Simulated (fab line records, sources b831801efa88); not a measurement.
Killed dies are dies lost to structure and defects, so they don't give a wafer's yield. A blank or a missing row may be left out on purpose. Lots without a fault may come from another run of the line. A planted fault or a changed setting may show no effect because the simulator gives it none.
A struck lot beside a sound one | flow sky130 | 15 steps out of a route of 708
Sound: wafers L943.2, L943.4, L943.5. Struck: wafers L952.1, L952.2, L952.3. The cause comes at the end.
At each step with rows: each side's tool, then ch and its chambers, then its first start. Under that, the readings that differ: sound wafers | struck wafers | difference of the means | sigmas: that difference in standard deviations of wafers without a fault.
alike: readings whose means differ by less than 2 such deviations, and words and numbers that are the same on both sides. not compared: withheld readings, readings that some wafer has no value for, bounds like >300 that may hide the same value, and numbers for which the record gives no deviation and whose values overlap.
The two part at a step that has a row with sigmas, a row that says differs or no value, or rows on one side only. Numbers that don't overlap but have no deviation are shown without sigmas and don't part them. A reading that every wafer of one side lacks parts them only if that side has two wafers or more.

first, 2 steps without rows for these wafers: SKY_VIA2_ETCH_14 (etches BARC in N2/H2, stops on SiO2, time 45.9 s, target depth 60 nm); SKY_VIA2_ETCH_15 (etches SiO2 in C4F8/O2/Ar, stops on TiN, target depth 546 nm, time 84 s).
SKY_VIA2_STRIP_16: strips in O2/N2.
  sound on plasma_asher-01 ch 0,1, day 37 18:19; struck on plasma_asher-01 ch 0,1, day 40 07:46
  alike: drypump_motor_current_A, oes_product_au, strip_time_to_endpoint_s
  not compared: rf_hours_counter_h
then, 3 steps without rows for these wafers: SKY_VIA2_STRIP_17 (strips in post etch residue remover, time 1200 s); SKY_VIA2_CLEAN_18 (cleans in IPA, time 180 s); SKY_VIA2_CLEAN_19 (cleans in O3/DIW).
SKY_VIA2_SPUTTER_20: material TiN, target thk 20 nm, time 80 s.
  sound on pvd_sputter-01, day 37 18:55; struck on pvd_sputter-02, day 40 08:22
  alike: cathode_dc_power_W, chamber_pressure_pa, throttle_valve_pct
then, 1 step without rows for these wafers: SKY_VIA2_CVD_21 (deposits W, target thk 420 nm, time 126.4 s).
SKY_VIA2_RS_MEAS_22: measures by four-point-probe.
  sound on film_metro-03, day 37 19:07; struck on film_metro-01, day 40 08:33
  alike: VIA2_W_RS
SKY_VIA2_THK_MEAS_23: measures by xrf.
  sound on film_metro-03, day 37 19:14; struck on film_metro-01, day 40 08:40
  alike: VIA2_W_THK
SKY_VIA2_CMP_24: polishes, stops on SiO2, t overpolish 20 s, target thk 0 nm.
  sound on cmp-02 ch 1,2,3, day 37 19:23; struck on cmp-01 ch 0,2,3, day 40 08:44
  alike: motor_current_A, overpolish_run_s, time_to_endpoint_s
SKY_METAL3_SPUTTER_00: material Ti, target thk 15 nm, time 10 s.
  sound on pvd_sputter-03, day 37 19:35; struck on pvd_sputter-03, day 40 09:02
  alike: cathode_dc_power_W, chamber_pressure_pa, throttle_valve_pct
SKY_METAL3_SPUTTER_01: material TiN, target thk 20 nm, time 16.7 s.
  sound on pvd_sputter-03, day 37 19:36; struck on pvd_sputter-03, day 40 09:03
  no value came back on the struck wafers for cathode_dc_power_W (W), chamber_pressure_pa (Pa), throttle_valve_pct (%); on the sound wafers cathode_dc_power_W (W) reads 6499.6 6501.1 6499.5
SKY_METAL3_SPUTTER_02: material AlCu, target thk 735 nm, time 39.1 s.
  sound on pvd_sputter-03, day 37 19:37; struck on pvd_sputter-03, day 40 09:04
  alike: cathode_dc_power_W, chamber_pressure_pa, throttle_valve_pct
-- the record jumps here: 9 days lie between the struck wafers' starts before and after (it left off in module METAL3 and takes up again in module PAD_OPEN, whose first step shown is number 708 of the route) --
SKY_PAD_OPEN_PROBE_99:
  sound on prober-02, day 46 23:40; struck on prober-01, day 48 21:23
  reading                    | sound                   | struck                  | difference | sigmas
  model.etest.met3.rs_ohm_sq | 0.04263 0.04266 0.04296 | 0.04373 0.04337 0.04382 | +0.00089   |
  alike: defect_limited_yield, killed_at_M0_to_M3, killed_at_M4_up, killed_at_contacts, killed_at_front_end, killed_at_other, killed_dies, killed_open, killed_short, sort_bin_3_pad_short, sort_bin_5_function, sort_bin_6_memory, sort_n_pass, sort_yield_pct

WHERE THEY PART
Only at SKY_METAL3_SPUTTER_01, within this record. Later steps at which nothing parts them and some readings are alike: SKY_METAL3_SPUTTER_02, SKY_PAD_OPEN_PROBE_99.

WHY: what the simulator had put in
Skipped step whole: pvd_sputter-03, from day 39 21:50 on, at SKY_METAL3_SPUTTER_01. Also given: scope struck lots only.
